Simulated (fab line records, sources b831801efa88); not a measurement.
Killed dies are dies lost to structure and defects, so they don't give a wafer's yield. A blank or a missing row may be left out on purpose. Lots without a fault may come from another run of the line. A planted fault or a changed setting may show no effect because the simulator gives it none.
Which tool did it? | flow sky130 | 12 lots, 36 wafers sampled, at 2 steps of a route of 708

WHAT THE GAUGES READ, wafer by wafer
SKY_SD_P_CD_MEAS_07: target cd 380 nm.
lot  | measured     | on        | cd_nm (nm)
L075 | day 26 08:10 | cd_sem-01 | 379.2 383.8 384.9
L077 | day 27 09:10 | cd_sem-01 | 382.6 379.4 380.7
L079 | day 27 22:58 | cd_sem-02 | 382.7 384.6 384.5
L081 | day 28 18:42 | cd_sem-02 | 380.2 381.5 379.8
L083 | day 29 21:13 | cd_sem-01 | 384.7 383.2 383.4
L086 | day 30 05:04 | cd_sem-01 | 385.3 382.1 385.2
L087 | day 30 18:31 | cd_sem-01 | 386.2 383.4 385.6
L089 | day 31 08:12 | cd_sem-01 | 375.6 375.0 377.4
L091 | day 31 20:24 | cd_sem-02 | 379.5 379.7 380.3
L093 | day 32 08:26 | cd_sem-02 | 377.1 378.1 376.9
L094 | day 33 07:50 | cd_sem-01 | 376.5 377.2 378.9
L097 | day 33 12:54 | cd_sem-02 | 376.3 378.3 377.2

WHICH TOOL RAN EACH LOT (tool, then ch and the chambers of the sampled wafers, then the start)
lot  | SKY_LDD_N_STRIP_16
L075 | plasma_asher-02 ch 1, day 18 11:44
L077 | plasma_asher-02 ch 0,1, day 19 13:37
L079 | plasma_asher-03 ch 0,1, day 20 04:44
L081 | plasma_asher-03 ch 0,1, day 21 02:08
L083 | plasma_asher-04 ch 1, day 22 08:27
L086 | plasma_asher-04 ch 0,1, day 22 15:32
L087 | plasma_asher-03 ch 0,1, day 23 06:00
L089 | plasma_asher-02 ch 0,1, day 23 20:22
L091 | plasma_asher-03 ch 0, day 24 10:36
L093 | plasma_asher-04 ch 0,1, day 25 01:23
L094 | plasma_asher-03 ch 0,1, day 26 02:28
L097 | plasma_asher-02 ch 0,1, day 26 08:48
- SKY_LDD_N_STRIP_16: strips in O2/N2.

THE ANSWER, worked out from the rows above alone
Rule: what is usual is taken from the lots themselves. Put in order of their means at a reading, lots are off if they are a third of the lots or fewer, leave a main group of 4 or more, and stand apart from it by a gap of 3 or more times the standard deviation of the main group's means; of several such gaps the widest counts. A main group whose means are all the same, to the digits that the tables above print for the reading, isn't used. A lot without any number at a reading at which 4 lots or more have one is off too. The other lots that the step has rows for count as sound.
No lot is off at any reading shown: from this, nothing can be told.

WHAT THE SIMULATOR HAD PUT IN
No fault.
